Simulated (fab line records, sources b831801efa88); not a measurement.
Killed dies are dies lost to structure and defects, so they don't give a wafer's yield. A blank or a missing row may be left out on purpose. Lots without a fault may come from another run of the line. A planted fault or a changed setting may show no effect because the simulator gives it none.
Which tool did it? | flow sky130 | 6 lots, 18 wafers sampled, at 3 steps of a route of 708

WHAT THE GAUGES READ, wafer by wafer
SKY_VT_ADJUST_LVTN_OVL_MEAS_18.
lot  | measured     | on         | VT_ADJUST_LVTN_01_OVL (nm)
L397 | day 8 16:02  | overlay-02 | -1.0 -0.6 -0.4
L400 | day 9 06:26  | overlay-02 | -0.3 0.1 -0.3
L403 | day 10 05:41 | overlay-02 | 1.7 -1.1 -0.2
L406 | day 11 03:11 | overlay-01 | -1.2 0.5 0.5
L409 | day 12 14:53 | overlay-02 | 0.3 1.5 0.0
L415 | day 13 17:49 | overlay-01 | -0.7 -0.7 0.3

WHICH TOOL RAN EACH LOT (tool, then ch and the chambers of the sampled wafers, then the start)
lot  | SKY_FIELD_ISO_STRIP_16              | SKY_NWELL_RTA_28
L397 | plasma_asher-03 ch 0,1, day 2 19:58 | rtp_anneal-02 ch 0, day 6 04:27
L400 | plasma_asher-01 ch 0,1, day 3 11:38 | rtp_anneal-02 ch 0, day 6 16:31
L403 | plasma_asher-01 ch 0,1, day 4 03:14 | rtp_anneal-01 ch 0, day 7 13:59
L406 | plasma_asher-02 ch 0,1, day 4 18:23 | rtp_anneal-01 ch 0, day 8 08:19
L409 | plasma_asher-01 ch 0,1, day 5 17:31 | rtp_anneal-01 ch 0, day 9 16:21
L415 | plasma_asher-03 ch 0,1, day 6 19:35 | rtp_anneal-02 ch 0, day 10 15:16
- SKY_FIELD_ISO_STRIP_16: strips in O2/N2.
- SKY_NWELL_RTA_28: time 30 s.

THE ANSWER, worked out from the rows above alone
Rule: what is usual is taken from the lots themselves. Put in order of their means at a reading, lots are off if they are a third of the lots or fewer, leave a main group of 4 or more, and stand apart from it by a gap of 3 or more times the standard deviation of the main group's means; of several such gaps the widest counts. A main group whose means are all the same, to the digits that the tables above print for the reading, isn't used. A lot without any number at a reading at which 4 lots or more have one is off too. The other lots that the step has rows for count as sound.
No lot is off at any reading shown: from this, nothing can be told.

WHAT THE SIMULATOR HAD PUT IN
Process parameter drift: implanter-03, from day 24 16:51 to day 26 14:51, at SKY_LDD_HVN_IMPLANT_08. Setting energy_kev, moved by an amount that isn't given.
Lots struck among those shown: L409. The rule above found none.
